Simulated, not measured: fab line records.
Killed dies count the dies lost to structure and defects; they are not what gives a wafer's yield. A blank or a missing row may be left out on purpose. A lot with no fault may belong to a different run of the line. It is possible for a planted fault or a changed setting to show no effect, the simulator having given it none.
fab line records | flow sfqLine
record lots=6 wafers=18 lastDay=92
route steps=325 shown L0@13 L0V@16 M0@28 I0@43 M8@325
lots with no fault: from the same line, run without faults
startH: hours from the record's opening day to when the first of the lot's shown wafers began | waitH: hours elapsed since this lot's preceding step | " as in the row above | L1.1+2: a single row standing in for several wafers | - no value present, or no start provided | * or withheld: withheld | < > ~ a bound
route shown NAME@n: NAME is a module with steps in the file, n the number in the route of the first one | usual: mean/standard deviation taken from wafers without a fault | same: alike in all rows | chamber/n: place in a boat | sites: each site's reading | _std_site: how widely they spread, as a standard deviation | _edge_site: mean of outer sites minus mean of inner sites | radiusMm: how far each site lies from the wafer's centre | mask NAME#n: copy n | behind: the tool/chamber that last shaped the wafer | hold: why the lot was held/for how many hours/how that ended | device: which transistor (n, p or np) failed to switch | end of line: the same wafers' tests at the end of the route | for a step that has no rows: nothing shown but its recipe | killed: dies that structure and defects cost at the first sort, which is not the same as the wafer's yield | map: per-die view of a wafer (x killed, . not killed, _ where there is no die)
set.NAME: setting as actually run; set.NAME@STEP: the setting as run at that earlier step | model.NAME: the simulator's own value behind a step, which no gauge read
lots at selected steps of the route; one table per step, one row per wafer
services: the hour from which a tool's chamber was out of use, counted from the record's first day as startH (under 0 if before that day), plus the number of hours and why
## steps
# step SFQ_TRILAYER_L0_ETCH_METAL_ETCH_008
# recipe target=MoNx_KI stopOn=SiO2 maskMaterial=PR chemistry=SF6/O2 targetDepthNm=50 icpW=600 biasW=80 pressureMtorr=10 timeS=25
# step SFQ_TRILAYER_L0_STRIP_STRIP_009
# recipe gas=O2 powerW=200 platenTempC=40 overashFraction=0.65 chemistry=O2 pressureMtorr=50
# step SFQ_TRILAYER_L0_STRIP_SOLV_CLEAN_010
# recipe chemistry=NMP tempC=70 timeS=600
# step SFQ_TRILAYER_L0_CAP_PECVD_011
# recipe material=SiO2 tempC=150 timeS=13.333 pressureTorr=2.4 rfW=183.3 precursor=SiH4/N2O targetThkNm=60
# usual heaterPowerW=83/12 throttleValvePct=24.9/1.5
# columns lot.wafer tool chamber startH waitH heaterPowerW throttleValvePct
L346.3 pecvd-03 0 80.86 0.0 105 23.6
L346.4 " 0 " " 103 23.8
L346.6 " 1 " " 98 23.8
L356.2 pecvd-04 1 147.63 0.0 79 28.3
L356.5 " 2 " " 73 25.6
L356.6 " 1 " " 83 28.4
L357.2 pecvd-03 1 155.15 0.0 88 24.1
L357.4 " 2 " " 89 25.3
L357.5 " 0 " " 108 23.4
L358.1 pecvd-03 2 163.35 0.0 83 25.2
L358.2 " 0 " " 108 23.9
L358.5 " 2 " " 84 25.3
L362.3 pecvd-03 2 190.28 0.0 92 25.2
L362.4 " 0 " " 105 24.0
L362.6 " 1 " " 97 24.0
L367.3 pecvd-04 2 217.45 0.0 69 25.3
L367.4 " 0 " " 72 25.9
L367.5 " 1 " " 88 28.5
# step SFQ_TRILAYER_L0_VIA_LITHO_COAT_018
# recipe resist=BARC spinRpm=3000 resistThkNm=62
# step SFQ_TRILAYER_L0_VIA_LITHO_COAT_013
# recipe resist=KrF spinRpm=3000 resistThkNm=650
# step SFQ_TRILAYER_L0_VIA_LITHO_SOFTBAKE_017
# recipe tempC=withheld timeS=withheld resist=KrF
# step SFQ_TRILAYER_L0_VIA_LITHO_EXPOSE_014
# recipe maskId=L0V na=0.6 sourceShape=conventional sigmaOuter=0.65 targetCdNm=700 doseMj=21.3
# step SFQ_TRILAYER_L0_VIA_LITHO_PEB_016
# recipe pebTempC=115 pebTimeS=60 resist=KrF
# step SFQ_TRILAYER_L0_VIA_LITHO_DEVELOP_015
# recipe timeS=60 resist=KrF
# step SFQ_L0V_OVL_MEAS_903
# usual L0V_OVL=0/5.1
# columns lot.wafer tool chamber startH waitH L0V_OVL[nm]
L346.3 overlay-02 - 166.09 0.1 1
L346.4 " - " " -2
L346.6 " - " " -2
L356.2 overlay-01 - 251.07 0.1 -11
L356.5 " - " " -12
L356.6 " - " " -3
L357.2 overlay-01 - 259.47 0.1 -4
L357.4 " - " " -4
L357.5 " - " " -6
L358.1 overlay-02 - 265.47 0.1 -7
L358.2 " - " " -4
L358.5 " - " " -9
L362.3 overlay-02 - 295.26 0.1 -3
L362.4 " - " " 6
L362.6 " - " " 0
L367.3 overlay-01 - 332.20 0.1 -8
L367.4 " - " " 1
L367.5 " - " " -2
# step SFQ_TRILAYER_L0_VIA_BARC_OPEN_VIA_ETCH_021
# recipe maskMaterial=PR chemistry=O2 targetDepthNm=125 target=BARC sourceW=500 biasW=80 pressureMtorr=30 timeS=41.7
# step SFQ_TRILAYER_L0_VIA_ETCH_VIA_ETCH_016
# recipe target=SiO2 stopOn=MoNx_KI maskMaterial=PR chemistry=CHF3 targetDepthNm=80 sourceW=500 biasW=80 pressureMtorr=30 timeS=withheld
# usual biasW=79.97/0.24 chamberPressureMTorr=29.999/0.029 drypumpMotorCurrentA=5.6/0.46 oesProductAu=0.842/0.0092
# columns lot.wafer tool chamber startH waitH biasW chamberPressureMTorr drypumpMotorCurrentA oesProductAu model.KrF_of_TRILAYER_L0_VIA_LITHO_COAT_013.thkNm
L346.3 rieDiel-01 1 166.15 0.0 80.34 29.998 6.1 0.834 561
L346.4 " 2 " " 79.62 30.003 5.7 0.848 558.8
L346.6 " 0 " " 79.80 29.994 5.9 0.842 560.9
L356.2 rieDiel-02 3 251.14 0.0 79.86 29.990 6.3 0.831 565
L356.5 " 0 " " 80.11 30.028 5.9 0.842 560.2
L356.6 " 3 " " 79.88 29.967 6.3 0.857 562.2
L357.2 rieDiel-03 1 259.54 0.0 - - - - 576.5
L357.4 " 3 " " - - - - 573.4
L357.5 " 2 " " - - - - 577
L358.1 rieDiel-02 3 265.54 0.0 - - - - 574.4
L358.2 " 1 " " - - - - 573.2
L358.5 " 3 " " - - - - 573.6
L362.3 rieDiel-03 2 295.32 0.0 80.10 29.998 5.1 0.837 557.8
L362.4 " 1 " " 79.68 29.994 4.8 0.842 558
L362.6 " 3 " " 79.71 30.030 5.6 0.844 559.1
L367.3 rieDiel-03 0 332.26 0.0 79.77 30.011 5.3 0.823 558.4
L367.4 " 2 " " 79.88 30.007 5.1 0.839 560.8
L367.5 " 1 " " 80.29 29.999 4.8 0.837 558.4
# step SFQ_TRILAYER_L0_VIA_STRIP_STRIP_017
# recipe gas=O2 powerW=200 platenTempC=40 overashFraction=0.65 chemistry=O2 pressureMtorr=50
# usual drypumpMotorCurrentA=5.6/0.41 oesProductAu=1.005/0.015 platenTempC=40.01/0.12
# columns lot.wafer tool chamber startH waitH drypumpMotorCurrentA oesProductAu platenTempC rfHoursCounterH
L346.3 rieMetal-02 1 166.40 - 6.3 1.015 39.97 -
L346.4 " 0 " " 5.5 1.002 39.96 -
L346.6 " 0 " " 5.5 1.010 39.84 -
L356.2 rieMetal-02 1 251.19 - 6.3 1.004 40.11 103
L356.5 " 0 " " 5.5 1.005 40.12 -
L356.6 " 1 " " 6.3 1.014 40.14 -
L357.2 rieMetal-03 0 259.59 - 5.9 1.029 39.88 53
L357.4 " 1 " " 5.2 0.986 40.07 -
L357.5 " 1 " " 5.1 0.988 40.14 -
L358.1 rieMetal-03 0 265.59 - 6.0 1.028 39.95 54
L358.2 " 1 " " 5.2 0.985 39.87 35
L358.5 " 1 " " 5.1 0.990 40.00 -
L362.3 rieMetal-03 1 295.57 - 5.2 0.987 40.02 -
L362.4 " 0 " " 5.9 1.013 39.78 -
L362.6 " 0 " " 5.9 1.022 39.95 -
L367.3 rieMetal-04 1 332.51 - 5.5 0.988 40.13 -
L367.4 " 0 " " 5.4 1.030 40.08 -
L367.5 " 0 " " 5.4 1.025 40.09 -
# step SFQ_TRILAYER_L0_VIA_STRIP_SOLV_CLEAN_018
# recipe chemistry=NMP tempC=70 timeS=600
# step SFQ_TRILAYER_M0_DEP_PRE_CLEAN_020
# recipe gas=Ar timeS=15 biasV=250
# step SFQ_TRILAYER_M0_DEP_SPUTTER_019
# recipe material=Nb basePressurePa=1.33e-06 chamberPressurePa=0.1333 substrateTempC=20 resputterCathodeVoltageV=400 targetThkNm=200 powerW=2000 timeS=133.3
# step SFQ_M0_RS_MEAS_904
# recipe thkMeasGauge=four-point-probe reads=Nb_of_TRILAYER_M0_DEP_SPUTTER_019
# usual M0_NB_RS=0.889/0.0098
# columns lot.wafer tool chamber startH waitH M0_NB_RS[ohm/sq]
L346.3 filmMetro-01 - 167.13 0.1 0.898
L346.4 " - " " 0.888
L346.6 " - " " 0.894
L356.2 filmMetro-03 - 252.10 0.1 0.895
L356.5 " - " " 0.911
L356.6 " - " " 0.894
L357.2 filmMetro-04 - 260.50 0.1 0.896
L357.4 " - " " 0.885
L357.5 " - " " 0.894
L358.1 filmMetro-04 - 266.50 0.0 0.874
L358.2 " - " " 0.902
L358.5 " - " " 0.896
L362.3 filmMetro-03 - 296.30 0.1 0.892
L362.4 " - " " 0.893
L362.6 " - " " 0.900
L367.3 filmMetro-04 - 333.24 0.1 0.880
L367.4 " - " " 0.888
L367.5 " - " " 0.889
# step SFQ_TRILAYER_M0_LITHO_COAT_026
# recipe resist=BARC spinRpm=3000 resistThkNm=62
# step SFQ_TRILAYER_M0_LITHO_COAT_021
# recipe resist=KrF spinRpm=3000 resistThkNm=600
# step SFQ_TRILAYER_M0_LITHO_SOFTBAKE_025
# recipe tempC=withheld timeS=withheld resist=KrF
# step SFQ_TRILAYER_M0_LITHO_EXPOSE_022
# recipe maskId=M0 na=0.6 sourceShape=conventional sigmaOuter=0.65 targetCdNm=500 doseMj=14.4
# step SFQ_TRILAYER_M0_LITHO_PEB_024
# recipe pebTempC=115 pebTimeS=60 resist=KrF
# step SFQ_TRILAYER_M0_LITHO_DEVELOP_023
# recipe timeS=60 resist=KrF
# step SFQ_M0_OVL_MEAS_906
# usual M0_OVL=0/5.5
# columns lot.wafer tool chamber startH waitH M0_OVL[nm]
L346.3 overlay-02 - 267.88 0.1 6
L346.4 " - " " 6
L346.6 " - " " -2
L356.2 overlay-01 - 367.12 0.1 -1
L356.5 " - " " -1
L356.6 " - " " -10
L357.2 overlay-02 - 377.92 0.1 -2
L357.4 " - " " 0
L357.5 " - " " -4
L358.1 overlay-01 - 385.11 0.1 -2
L358.2 " - " " -5
L358.5 " - " " -2
L362.3 overlay-01 - 416.32 0.1 0
L362.4 " - " " 2
L362.6 " - " " 0
L367.3 overlay-01 - 470.58 0.1 -5
L367.4 " - " " -2
L367.5 " - " " -4
# step SFQ_TRILAYER_M0_BARC_OPEN_METAL_ETCH_031
# recipe maskMaterial=PR chemistry=O2 targetDepthNm=125 target=BARC icpW=600 biasW=80 pressureMtorr=10 timeS=41.7
# step SFQ_TRILAYER_M0_ETCH_METAL_ETCH_024
# recipe target=Nb stopOn=SiO2 maskMaterial=PR chemistry=Cl2/Ar targetDepthNm=240 icpW=600 biasW=80 pressureMtorr=10 timeS=120
# step SFQ_TRILAYER_M0_STRIP_STRIP_025
# recipe gas=O2 powerW=200 platenTempC=40 overashFraction=0.65 chemistry=O2 pressureMtorr=50
# usual drypumpMotorCurrentA=5.7/0.42 oesProductAu=1.002/0.012 platenTempC=39.99/0.11
# columns lot.wafer tool chamber startH waitH drypumpMotorCurrentA oesProductAu platenTempC rfHoursCounterH
L346.3 rieMetal-02 1 268.29 0.2 6.3 1.007 40.02 -
L346.4 " 0 " " 5.5 0.992 40.01 -
L346.6 " 0 " " 5.5 1.003 39.78 -
L356.2 rieMetal-01 0 367.33 0.1 5.3 0.989 39.75 10
L356.5 " 1 " " 6.0 0.994 39.92 -
L356.6 " 0 " " 5.3 0.999 39.90 -
L357.2 rieMetal-03 1 378.13 0.1 5.2 0.994 39.87 52
L357.4 " 0 " " 5.9 1.012 39.95 -
L357.5 " 0 " " 5.9 1.019 39.98 -
L358.1 rieMetal-01 0 385.33 0.1 5.3 0.984 39.96 12
L358.2 " 1 " " 6.0 0.996 39.84 19
L358.5 " 0 " " 5.3 0.996 39.95 -
L362.3 rieMetal-03 1 416.73 0.2 5.2 0.990 40.00 -
L362.4 " 0 " " 6.0 1.022 40.11 -
L362.6 " 1 " " 5.2 0.987 39.96 -
L367.3 rieMetal-01 0 470.99 0.2 5.3 0.994 39.92 -
L367.4 " 1 " " 6.0 1.000 40.07 -
L367.5 " 0 " " 5.3 1.001 39.96 -
# step SFQ_TRILAYER_M0_STRIP_SOLV_CLEAN_026
# recipe chemistry=NMP tempC=70 timeS=600
# step SFQ_TRILAYER_I0_DEP_PECVD_027
# recipe material=SiO2 tempC=150 timeS=111.11 pressureTorr=2.4 rfW=183.3 precursor=SiH4/N2O targetThkNm=500
# step SFQ_TRILAYER_I0_CMP_CMP_028
# recipe material=SiO2 downForcePsi=3 platenRpm=60 padVelocityMS=0.94248
# usual motorCurrentA=10.3/0.69 timeToEndpointS=208/7.5
# columns lot.wafer tool chamber startH waitH motorCurrentA timeToEndpointS
L346.4 cmp-02 3 273.37 4.4 10.7 216
L346.3 " 1 274.37 5.5 9.6 202
L346.6 " 0 275.87 6.9 10.1 212
L356.2 cmp-01 0 368.20 0.0 9.7 212
L356.6 " 0 370.20 2.0 9.9 206
L356.5 " 1 " " 10.3 218
L357.4 cmp-02 1 379.99 1.0 9.1 214
L357.2 " 2 " " 9.5 208
L357.5 " 3 " " 10.7 220
L358.2 cmp-02 0 386.19 0.0 10.5 200
L358.1 " 1 " " 9.5 197
L358.5 " 0 388.19 2.0 10.8 205
L362.3 cmp-01 1 417.40 0.0 10.6 202
L362.4 " 2 " " 10.4 208
L362.6 " 2 419.90 2.5 11.7 218
L367.4 cmp-02 1 471.82 0.0 9.3 207
L367.3 " 0 473.32 1.5 10.4 201
L367.5 " 1 " " 9.3 205
# step SFQ_I0_BOW_MEAS_907
# recipe mode=bow
# usual I0_BOW=1/6.5
# columns lot.wafer tool chamber startH waitH I0_BOW[um]
L346.3 filmMetro-01 - 276.41 1.5 3
L346.4 " - " " 5
L346.6 " - " " 8
L356.2 filmMetro-02 - 371.22 2.5 2
L356.5 " - " " -1
L356.6 " - " " 9
L357.2 filmMetro-01 - 382.01 1.0 11
L357.4 " - " " 6
L357.5 " - " " 11
L358.1 filmMetro-02 - 389.19 2.0 5
L358.2 " - " " -1
L358.5 " - " " -1
L362.3 filmMetro-04 - 420.44 2.5 1
L362.4 " - " " 2
L362.6 " - " " -6
L367.3 filmMetro-02 - 474.86 1.0 2
L367.4 " - " " 6
L367.5 " - " " 0
# step SFQ_TRILAYER_I0_METRO_MEASURE_029
# usual thkNm=199.2/1
# columns lot.wafer tool chamber startH waitH thkNm
L346.3 filmMetro-01 - 276.89 0.5 197.3
L346.4 " - " " 199.0
L346.6 " - " " 200.2
L356.2 filmMetro-02 - 371.52 0.3 200.1
L356.5 " - " " 199.9
L356.6 " - " " 199.3
L357.2 filmMetro-01 - 382.31 0.3 199.9
L357.4 " - " " 197.8
L357.5 " - " " 201.0
L358.1 filmMetro-02 - 389.31 0.1 198.1
L358.2 " - " " 198.2
L358.5 " - " " 198.6
L362.3 filmMetro-04 - 420.92 0.5 200.2
L362.4 " - " " 201.5
L362.6 " - " " 202.9
L367.3 filmMetro-02 - 475.34 0.5 198.1
L367.4 " - " " 197.4
L367.5 " - " " 197.5
# step SFQ_TRILAYER_I0_VIA_LITHO_COAT_036
# recipe resist=BARC spinRpm=3000 resistThkNm=62
# step SFQ_TRILAYER_I0_VIA_LITHO_COAT_031
# recipe resist=KrF spinRpm=3000 resistThkNm=650
# step SFQ_TRILAYER_I0_VIA_LITHO_SOFTBAKE_035
# recipe tempC=withheld timeS=withheld resist=KrF
# step SFQ_TRILAYER_I0_VIA_LITHO_EXPOSE_032
# recipe maskId=I0 na=0.6 sourceShape=conventional sigmaOuter=0.65 targetCdNm=500 doseMj=21.3
# step SFQ_TRILAYER_I0_VIA_LITHO_PEB_034
# recipe pebTempC=115 pebTimeS=60 resist=KrF
# step SFQ_TRILAYER_I0_VIA_LITHO_DEVELOP_033
# recipe timeS=60 resist=KrF
# step SFQ_I0_OVL_MEAS_908
# usual I0_OVL=-1/5
# columns lot.wafer tool chamber startH waitH I0_OVL[nm]
L346.3 overlay-01 - 304.80 0.1 -2
L346.4 " - " " -2
L346.6 " - " " 6
L356.2 overlay-01 - 374.78 0.1 -9
L356.5 " - " " -4
L356.6 " - " " -6
L357.2 overlay-02 - 385.56 0.1 -5
L357.4 " - " " -6
L357.5 " - " " -7
L358.1 overlay-02 - 392.76 0.1 -1
L358.2 " - " " 1
L358.5 " - " " 0
L362.3 overlay-02 - 423.98 0.1 -15
L362.4 " - " " -9
L362.6 " - " " -6
L367.3 overlay-02 - 628.57 0.1 -9
L367.4 " - " " 2
L367.5 " - " " -8
# step SFQ_TRILAYER_I0_VIA_BARC_OPEN_VIA_ETCH_046
# recipe maskMaterial=PR chemistry=O2 targetDepthNm=125 target=BARC sourceW=500 biasW=80 pressureMtorr=30 timeS=41.7
# step SFQ_M8_BOW_MEAS_951
# recipe mode=bow
# usual M8_BOW=8/8.1
# columns lot.wafer tool chamber startH waitH M8_BOW[um] model.etest.l0v.linkOhm
L346.3 filmMetro-02 - 1847.95 0.0 3 44.87
L346.4 " - " " 3 44.52
L346.6 " - " " 6 44.46
L356.2 filmMetro-04 - 2179.61 0.0 1 44.21
L356.5 " - " " -4 44.37
L356.6 " - " " 6 44.67
L357.2 filmMetro-02 - 2185.80 0.0 9 1e+06
L357.4 " - " " 4 1e+06
L357.5 " - " " 8 1e+06
L358.1 filmMetro-04 - 2188.62 0.0 17 1e+06
L358.2 " - " " 12 1e+06
L358.5 " - " " 12 1e+06
L362.3 filmMetro-02 - 2199.41 0.0 10 44.6
L362.4 " - " " 11 44.23
L362.6 " - " " 2 44.53
L367.3 filmMetro-04 - 2209.90 0.0 7 44.51
L367.4 " - " " 10 45
L367.5 " - " " 4 45.28
## services
# columns tool chamber startH hours kind
cmp-02 - 65.87 4.0 pm
rieDiel-03 0 67.55 1.4 repair
cmp-02 - 71.46 0.5 repair
pecvd-03 - 73.83 5.5 pm
rieDiel-03 - 88.53 1.4 repair
filmMetro-02 - 97.78 0.5 pm
cmp-02 - 137.34 6.7 pm
rieDiel-03 0 139.53 2.8 repair
rieMetal-03 0 143.24 1.1 repair
rieMetal-01 0 158.80 15.6 repair
filmMetro-02 - 169.17 1.4 pm
rieMetal-03 - 170.82 1.0 repair
rieDiel-03 0 179.47 6.9 repair
pecvd-03 - 192.70 28.1 pm
rieDiel-03 2 197.24 8.3 repair
filmMetro-02 - 199.36 1.4 pm
cmp-02 - 209.04 0.2 repair
rieMetal-03 0 220.16 9.1 repair
cmp-02 - 317.36 0.4 repair
cmp-02 - 322.52 2.0 repair
pecvd-03 0 362.35 7.2 repair
cmp-02 - 407.36 4.0 pm
cmp-02 - 414.40 5.2 pm
rieMetal-03 - 440.95 0.4 repair
## key
firstSign step=SFQ_TRILAYER_L0_VIA_ETCH_VIA_ETCH_016 reading=toolRecord direction=missing
effect none on later readings
modelEffect step=SFQ_TRILAYER_L0_VIA_ETCH_VIA_ETCH_016 value=KrF_of_TRILAYER_L0_VIA_LITHO_COAT_013.thkNm without=561 struck=574.7
modelEffect step=SFQ_M8_BOW_MEAS_951 value=etest.l0v.linkOhm without=44.32 struck=1e+06
metAt SFQ_TRILAYER_L0_VIA_ETCH_VIA_ETCH_016
struckWafers L357.2,L357.4,L357.5,L358.1,L358.2,L358.5
onsetBetween 251.14 259.54
fault kind=skippedStepWhole tool=rieDiel-02,rieDiel-03 chamber=- onsetH=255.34 steps=SFQ_TRILAYER_L0_VIA_ETCH_VIA_ETCH_016 scope=struckLotsOnly
